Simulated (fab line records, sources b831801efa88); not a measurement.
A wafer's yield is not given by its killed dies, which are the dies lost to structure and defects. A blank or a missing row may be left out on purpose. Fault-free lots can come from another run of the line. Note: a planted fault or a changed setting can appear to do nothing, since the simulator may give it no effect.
fab line records + flow sky130
[record]
- lots = 5
- wafers = 15
- last_day = 49
route steps=708 shown GATE_OXIDE@192 POLY_GATE@204 RES_PROTECT@206 PAD_OPEN@708
lots with no fault: from the same line, run without faults
start_h: hours from the record's opening day to when the first of the lot's shown wafers began + wait_h: hours since the lot's step before + " identical to the entry in the row above + L1.1+2: a row that stands for several wafers + - either no value or no given start + * or withheld: withheld + < > ~ a bound
route shown NAME@n: a module of which the file shows steps, and the number in the route of the first + usual: mean and standard deviation over wafers with no fault + same: alike in all rows + chamber/n: place in a boat + sites: each site's reading + _std_site: how widely they spread, as a standard deviation + _edge_site: outer sites' mean less inner sites' + radius_mm: for every site, how far away it sits from the centre of the wafer + mask NAME#n: copy n + behind: the tool/chamber that last shaped the wafer + hold: why the lot was held/for how many hours/how that ended + device: transistor that didn't switch, given as n, p or np + end of line: the tests these same wafers got at the end of their route + where a step has no rows: the recipe by itself + killed: the dies lost at the first sort to structure and to defects; this is not the yield of the wafer + map: dies across one wafer; x = killed, . = not, _ = none there
set.NAME: setting as actually run; set.NAME@STEP: the setting as run at that earlier step + model.NAME: the simulator's own value behind a step, which no gauge read
lots at some steps of the route; a table a step, a row a wafer
services: from which hour (start_h, from the record's first day; less than 0 if before it) a tool's chamber was out of use, for how many hours, and why
[[steps]]
[step SKY_GATE_OXIDE_COAT_05]
[recipe]
- resist = NOVOLAK
- spin_rpm = 3000
- resist_thk_nm = 1140
[step SKY_GATE_OXIDE_SOFTBAKE_06]
[recipe]
- temp_c = 90
- time_s = 60
- resist = NOVOLAK
[step SKY_GATE_OXIDE_EXPOSE_07]
[recipe]
- mask_id = LVOM
- na = 0.6
- source_shape = conventional
- sigma_outer = 0.6
- polarization = unpolarized
- target_cd_nm = 600
- dose_mj = 170
[step SKY_GATE_OXIDE_PEB_08]
[recipe]
- temp_c = withheld
- time_s = *
- resist = NOVOLAK
[step SKY_GATE_OXIDE_DEVELOP_09]
[recipe]
- resist = NOVOLAK
- developer = TMAH
- develop_time_s = 60
- dev_temp_c = 23
[step SKY_GATE_OXIDE_IMPLANT_11]
[recipe]
- species = B
- energy_kev = 10
- dose_cm2 = 2.6e+12
- tilt_deg = withheld
[step SKY_GATE_OXIDE_WET_ETCH_12]
[recipe]
- chemistry = dHF
- target_depth_nm = 16.8
- dry = n2_spin
- target = SiO2
- dilution = 100:1
- temp_c = 25
- time_s = 336
[step SKY_GATE_OXIDE_STRIP_13]
[recipe]
- chemistry = O2/N2
- power_w = 1400
- pressure_mtorr = 1500
- platen_temp_c = withheld
- o2_flow_sccm = 3000
- n2_flow_sccm = 300
- overash_fraction = 0.5
[step SKY_GATE_OXIDE_CLEAN_15]
[recipe]
- chemistry = SC1/SC2
- mix = 1:4:20
- temp_c = 70
- time_s = 150
- dry = n2_spin
[step SKY_GATE_OXIDE_OXIDATION_16]
[recipe]
- temp_c = 800
- ambient = O2
- idle_temp_c = 700
- ramp_up_c_per_min = 10
- ramp_down_c_per_min = 3
- stabilise_s = 600
- purge_s = 300
- target_thk_a = 35.7
- ox_time_s = 1915
[step SKY_POLY_GATE_CVD_00]
[recipe]
- material = poly-Si
- target_thk_nm = 180
- temp_c = 620
- time_s = 720
- pressure_mtorr = 200
[usual]
- zone_power_upper_pct = 9.5/0.33
| lot.wafer | tool     | chamber | start_h | wait_h | zone_power_upper_pct |
|-----------|----------|---------|---------|--------|----------------------|
| L772.3    | lpcvd-01 | 0       | 370.41  | 0.0    | 9.8                  |
| L772.4    | "        | 0       | "       | "      | 10.0                 |
| L772.6    | "        | 0       | "       | "      | 10.0                 |
| L779.2    | lpcvd-01 | 0       | 442.42  | 0.0    | 9.8                  |
| L779.3    | "        | 0       | "       | "      | 10.0                 |
| L779.5    | "        | 0       | "       | "      | 9.8                  |
| L781.1    | lpcvd-01 | 1       | 458.09  | 0.0    | 9.2                  |
| L781.2    | "        | 1       | "       | "      | 9.2                  |
| L781.5    | "        | 1       | "       | "      | 9.2                  |
| L782.1    | lpcvd-01 | 1       | 467.42  | 0.0    | 9.3                  |
| L782.3    | "        | 1       | "       | "      | 9.2                  |
| L782.6    | "        | 1       | "       | "      | 9.3                  |
| L783.1    | lpcvd-01 | 0       | 475.93  | 0.0    | 9.8                  |
| L783.4    | "        | 0       | "       | "      | 9.8                  |
| L783.6    | "        | 0       | "       | "      | 10.0                 |
[step SKY_RES_PROTECT_DEHYDRATE_00]
[recipe]
- temp_c = 200
- time_s = 60
[step SKY_RES_PROTECT_HMDS_01]
[recipe]
- prime_time_s = 60
- prime_temp_c = 120
[step SKY_RES_PROTECT_COAT_02]
[recipe]
- resist = NOVOLAK
- spin_rpm = 3000
- resist_thk_nm = 1140
[step SKY_RES_PROTECT_SOFTBAKE_03]
[recipe]
- temp_c = 90
- time_s = 60
- resist = NOVOLAK
[step SKY_RES_PROTECT_EXPOSE_04]
[recipe]
- mask_id = RPM
- na = 0.6
- source_shape = conventional
- sigma_outer = 0.6
- polarization = unpolarized
- target_cd_nm = 1270
- dose_mj = 131
[step SKY_RES_PROTECT_PEB_05]
[recipe]
- temp_c = withheld
- time_s = *
- resist = NOVOLAK
[step SKY_RES_PROTECT_DEVELOP_06]
[recipe]
- resist = NOVOLAK
- developer = TMAH
- develop_time_s = 60
- dev_temp_c = 23
[step SKY_POLY_GATE_IMPLANT_02]
[recipe]
- species = P
- energy_kev = 30
- dose_cm2 = 7.7e+15
- tilt_deg = 0
[step SKY_RES_PROTECT_STRIP_07]
[recipe]
- chemistry = O2/N2
- power_w = 1400
- pressure_mtorr = 1500
- platen_temp_c = withheld
- o2_flow_sccm = 3000
- n2_flow_sccm = 300
- overash_fraction = 0.5
[step SKY_RES_PROTECT_CLEAN_09]
[recipe]
- chemistry = SC1/SC2
- mix = 1:4:20
- temp_c = 70
- time_s = 150
- dry = n2_spin
[step SKY_POLY_GATE_CVD_03]
[recipe]
- material = Si3N4
- precursor = DCS/NH3
- target_thk_nm = 75
- temp_c = 770
- time_s = 1290
- pressure_mtorr = 250
[step SKY_POLY_GATE_DEHYDRATE_05]
[recipe]
- temp_c = 200
- time_s = 60
[step SKY_POLY_GATE_HMDS_06]
[recipe]
- prime_time_s = 60
- prime_temp_c = 120
[step SKY_POLY_GATE_COAT_07]
[recipe]
- resist = BARC
- temp_c = withheld
- time_s = withheld
- spin_rpm = 3000
- resist_thk_nm = 110
[step SKY_POLY_GATE_COAT_08]
[recipe]
- resist = KrF-thick
- spin_rpm = 3000
- resist_thk_nm = 450
[step SKY_POLY_GATE_SOFTBAKE_09]
[recipe]
- temp_c = 100
- time_s = 90
- resist = KrF-thick
[step SKY_POLY_GATE_EXPOSE_10]
[recipe]
- mask_id = P1M
- na = 0.68
- source_shape = conventional
- sigma_outer = 0.6
- target_cd_nm = 150
- dose_mj = 28
[step SKY_POLY_GATE_PEB_11]
[recipe]
- peb_temp_c = withheld
- peb_time_s = withheld
- resist = KrF-thick
[step SKY_POLY_GATE_DEVELOP_12]
[recipe]
- develop_time_s = 60
- resist = KrF-thick
- dev_temp_c = 21
[step SKY_POLY_GATE_ETCH_15]
[recipe]
- chemistry = N2/H2
- target = BARC
- ion_energy_ev = 200
- source_w = 500
- bias_w = 100
- pressure_mtorr = 30
- n2_flow_sccm = 100
- h2_flow_sccm = 200
- stop_on = SiO2
- time_s = 118.5
- target_depth_a = 1100
[step SKY_POLY_GATE_ETCH_16]
[recipe]
- stop_on = poly-Si
- chemistry = CH3F/O2
- target = Si3N4
- source_w = 400
- bias_w = 80
- pressure_mtorr = 25
- ch3f_flow_sccm = 40
- O2_flow_sccm = 30
- time_s = 147.5
- target_depth_a = 750
[step SKY_POLY_GATE_ETCH_17]
[recipe]
- target_depth_nm = 180
- stop_on = SiO2
- over_etch_frac = 0.56667
- chemistry = HBr/Cl2
- target = poly-Si
- icp_w = 400
- bias_w = 100
- pressure_mtorr = 10
- HBr_flow_sccm = 150
- Cl2_flow_sccm = 50
- time_s = 70.5
[step SKY_POLY_GATE_STRIP_18]
[recipe]
- chemistry = O2/N2
- power_w = 1400
- pressure_mtorr = 1500
- platen_temp_c = withheld
- o2_flow_sccm = 3000
- n2_flow_sccm = 300
- overash_fraction = 0.5
[step SKY_POLY_GATE_CLEAN_19]
[recipe]
- chemistry = SC1/SC2
- mix = 1:4:20
- temp_c = 70
- time_s = 150
- dry = n2_spin
[step SKY_PAD_OPEN_PROBE_99]
[usual]
- killed_at_M0_to_M3 = 43/7.8
- killed_at_M4_up = 3.2/1.9
- killed_at_contacts = 24/5
- killed_at_front_end = 14/4.5
- killed_at_other = 0.2/0.41
- killed_dies = 84/9.6
- killed_on_rim = 17/3.8
- killed_open = 47/6.9
- killed_short = 38/6
[same]
- gross_dies = 492
- killed_at_back_side = 0
| lot.wafer | tool      | chamber | start_h | wait_h | killed_at_M0_to_M3 | killed_at_M4_up | killed_at_contacts | killed_at_front_end | killed_at_other | killed_dies | killed_on_rim | killed_open | killed_short |
|-----------|-----------|---------|---------|--------|--------------------|-----------------|--------------------|---------------------|-----------------|-------------|---------------|-------------|--------------|
| L772.3    | prober-02 | -       | 1117.21 | 0.2    | 47                 | 0               | 19                 | 14                  | 0               | 80          | 17            | 44          | 36           |
| L772.4    | prober-02 | -       | 1117.26 | 0.2    | 42                 | 6               | 28                 | 16                  | 1               | 93          | 16            | 48          | 45           |
| L772.6    | prober-02 | -       | 1117.36 | 0.2    | 31                 | 3               | 22                 | 13                  | 0               | 69          | 18            | 39          | 30           |
| L779.2    | prober-01 | -       | 1158.96 | 0.1    | 32                 | 0               | 35                 | 24                  | 1               | 92          | 16            | 59          | 33           |
| L779.3    | prober-01 | -       | 1159.01 | 0.2    | 56                 | 2               | 21                 | 18                  | 0               | 97          | 28            | 56          | 41           |
| L779.5    | prober-01 | -       | 1159.11 | 0.2    | 43                 | 0               | 25                 | 9                   | 0               | 77          | 15            | 48          | 29           |
| L781.1    | prober-01 | -       | 1175.02 | 0.1    | 20                 | 5               | 21                 | 71                  | 0               | 117         | 17            | 32          | 26           |
| L781.2    | prober-01 | -       | 1175.07 | 0.1    | 48                 | 2               | 24                 | 75                  | 1               | 150         | 22            | 54          | 41           |
| L781.5    | prober-01 | -       | 1175.22 | 0.2    | 29                 | 1               | 18                 | 82                  | 0               | 130         | 12            | 36          | 29           |
| L782.1    | prober-02 | -       | 1177.94 | 0.1    | 54                 | 2               | 26                 | 73                  | 0               | 155         | 26            | 56          | 40           |
| L782.3    | prober-02 | -       | 1178.04 | 0.2    | 36                 | 3               | 21                 | 72                  | 0               | 132         | 20            | 45          | 26           |
| L782.6    | prober-02 | -       | 1178.19 | 0.2    | 43                 | 5               | 21                 | 77                  | 0               | 146         | 14            | 45          | 33           |
| L783.1    | prober-01 | -       | 1180.10 | 0.1    | 34                 | 3               | 21                 | 69                  | 0               | 127         | 20            | 37          | 32           |
| L783.4    | prober-01 | -       | 1180.25 | 0.2    | 28                 | 1               | 22                 | 79                  | 0               | 130         | 20            | 40          | 32           |
| L783.6    | prober-01 | -       | 1180.35 | 0.2    | 44                 | 2               | 17                 | 79                  | 0               | 142         | 20            | 43          | 36           |
// killed by level:class
L772.3 VIA1:geometric_particle:open=12 POLY_GATE:geometric_particle:open=8 METAL1:geometric_particle:short=6 VIA3:geometric_particle:open=6 LI_CONTACT:geometric_particle:open=5 LOCAL_INTERCONNECT:geometric_particle:short=5 VIA2:geometric_particle:open=5 METAL3:geometric_particle:short=5
L772.4 CONTACT:geometric_particle:open=14 VIA1:geometric_particle:open=8 METAL2:geometric_particle:short=6 VIA3:geometric_particle:open=6 CONTACT:geometric_particle:short=6 METAL3:geometric_particle:short=5 FIELD_ISO:geometric_particle:short=4 VIA1:geometric_particle:short=4
L772.6 VIA1:geometric_particle:open=9 LI_CONTACT:geometric_particle:open=7 FIELD_ISO:geometric_particle:short=5 FIELD_ISO:geometric_particle:open=4 CONTACT:geometric_particle:open=4 LOCAL_INTERCONNECT:geometric_particle:short=4 CONTACT:geometric_particle:short=4 METAL1:geometric_particle:short=4
L779.2 CONTACT:geometric_particle:open=12 LI_CONTACT:geometric_particle:open=10 POLY_GATE:geometric_particle:open=7 VIA1:geometric_particle:open=6 VIA2:geometric_particle:open=6 FIELD_ISO:geometric_particle:open=5 FIELD_ISO:geometric_particle:short=4 CONTACT:geometric_particle:short=4
L779.3 VIA1:geometric_particle:open=12 CONTACT:geometric_particle:open=11 VIA3:geometric_particle:open=8 METAL1:geometric_particle:short=8 FIELD_ISO:geometric_particle:open=7 METAL2:geometric_particle:short=7 VIA1:geometric_particle:short=6 POLY_GATE:geometric_particle:short=5
L779.5 VIA1:geometric_particle:open=12 LI_CONTACT:geometric_particle:open=10 CONTACT:geometric_particle:open=8 VIA2:geometric_particle:open=6 VIA1:geometric_particle:short=5 VIA3:geometric_particle:open=5 METAL1:geometric_particle:short=4 METAL2:geometric_particle:short=4
L781.1 POLY_GATE:unspecified=59 CONTACT:geometric_particle:open=7 CONTACT:geometric_particle:short=5 POLY_GATE:geometric_particle:open=4 LI_CONTACT:geometric_particle:open=4 METAL4:geometric_particle:short=4 POLY_GATE:geometric_particle:short=3 VIA1:geometric_particle:short=3
L781.2 POLY_GATE:unspecified=55 VIA1:geometric_particle:open=14 METAL1:geometric_particle:short=10 LI_CONTACT:geometric_particle:open=9 VIA2:geometric_particle:open=6 POLY_GATE:geometric_particle:open=5 METAL2:geometric_particle:short=5 VIA3:geometric_particle:open=5
L781.5 POLY_GATE:unspecified=65 CONTACT:geometric_particle:open=6 METAL1:geometric_particle:short=6 VIA3:geometric_particle:open=6 LI_CONTACT:geometric_particle:open=5 VIA2:geometric_particle:open=5 SPACER:geometric_particle:short=4 POLY_GATE:geometric_particle:short=3
L782.1 POLY_GATE:unspecified=59 VIA1:geometric_particle:open=15 METAL2:geometric_particle:short=10 LI_CONTACT:geometric_particle:open=10 CONTACT:geometric_particle:open=9 VIA2:geometric_particle:open=7 METAL1:geometric_particle:short=5 POLY_GATE:geometric_particle:open=4
L782.3 POLY_GATE:unspecified=61 VIA1:geometric_particle:open=14 CONTACT:geometric_particle:open=10 LOCAL_INTERCONNECT:geometric_particle:short=5 VIA2:geometric_particle:open=5 POLY_GATE:geometric_particle:open=4 METAL3:geometric_particle:short=4 FIELD_ISO:geometric_particle:short=3
L782.6 POLY_GATE:unspecified=68 VIA1:geometric_particle:open=13 VIA2:geometric_particle:open=10 LI_CONTACT:geometric_particle:open=7 VIA1:geometric_particle:short=6 CONTACT:geometric_particle:open=5 METAL2:geometric_particle:short=4 FIELD_ISO:geometric_particle:open=4
L783.1 POLY_GATE:unspecified=58 CONTACT:geometric_particle:open=14 METAL2:geometric_particle:short=8 VIA1:geometric_particle:open=8 POLY_GATE:geometric_particle:short=4 VIA2:geometric_particle:short=3 LI_CONTACT:geometric_particle:open=3 METAL1:geometric_particle:short=3
L783.4 POLY_GATE:unspecified=58 LI_CONTACT:geometric_particle:open=10 FIELD_ISO:geometric_particle:short=6 VIA3:geometric_particle:open=6 POLY_GATE:geometric_particle:open=5 VIA1:geometric_particle:open=5 METAL1:geometric_particle:short=5 CONTACT:geometric_particle:open=4
L783.6 POLY_GATE:unspecified=63 FIELD_ISO:geometric_particle:short=7 CONTACT:geometric_particle:open=7 METAL1:geometric_particle:short=7 VIA3:geometric_particle:open=7 VIA2:geometric_particle:open=6 VIA1:geometric_particle:open=5 METAL2:geometric_particle:short=5
// map L781.2 (x killed, . not)
__________....x....._________
________x............x_______
______.x...xx...xx.....x_____
_____.x..........x..x....____
____..xx...x...x..........___
___..x....xx...x..x........__
__...x........xx.....xx.xx.x_
_....x..x..x...x...xx.x....x.
_...x.x..x....x..xxxx.xx...xx
_...............xxxxxxxx..xx.
_.xx....x...xx.xxxxxxxxxx....
_..x...x......xxxxxxxxx.....x
_xx.x...........xxxxxxxx..xxx
_...x...x......xxxxxxxx..x...
_.xx.............xxxxxx......
__x............x..xxx.....x._
___..x.....x.....xx........__
____..x..x...x..x...xxx...___
_____.....x..x...x.......____
______x.x.....x........._____
________xxxxx....x...._______
__________..xx......_________
// map L782.1 (x killed, . not)
__________......x..._________
________..x...x.x...x._______
______.x.x......x.x....x_____
_____x........x.x....xxx.____
____..........x..x........___
___.x....x.x....x......x...__
__.x.x.........x...x........_
_xxx.........x..x.xxxx..x....
_......x.x...x...xxxxxx...x..
_x.x.x..xxxxx.xxxxxxxxxx.....
_.x......x.....xxxxxxxxx.....
_...x.x.......xxxxxxxxxxxx...
_.x..........xxxxxxxxxxx.x..x
_.x....xx......xxxxxxxx.x....
_.x...x..........xxxxxx......
__...x.x.....x.x.....x.....x_
___.x.xx...x.x..x..........__
____x...x.......x.....x..x___
_____.x.x.......x...x...x____
______..xx..x..........._____
________........x...xx_______
__________x.x.....x._________
[[services]]
| tool     | chamber | start_h | hours | kind |
|----------|---------|---------|-------|------|
| lpcvd-01 | -       | 462.32  | 2.8   | pm   |
[[key]]
[first_sign]
- step = SKY_PAD_OPEN_PROBE_99
- reading = killed_at_front_end
- direction = up
- sigmas = 14
- usual = 14
- struck = 75
[effect]
- step = SKY_PAD_OPEN_PROBE_99
- reading = killed_dies
- direction = up
- sigmas = 5.4
- usual = 84
- struck = 137
met_at SKY_POLY_GATE_CVD_00
struck_wafers L781.1,L781.2,L781.5,L782.1,L782.3,L782.6,L783.1,L783.4,L783.6
tester_left_out L781,L782,L783
onset_between 442.42 458.09
also_fits time
[fault]
- kind = chamber_particle_source
- tool = lpcvd-01
- chamber = -
- onset_h = 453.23
- steps = SKY_POLY_GATE_CVD_00
- rate_per_visit_cm2 = 1.3885
- end_h = 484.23
// tester_left_out: of these lots the tester's yield and bins aren't shown, on N5 and GAA mostly nor the transistor test; their killed dies are dies lost to structure and defects alone, not to doping, threshold or leakage, so they don't give the yield
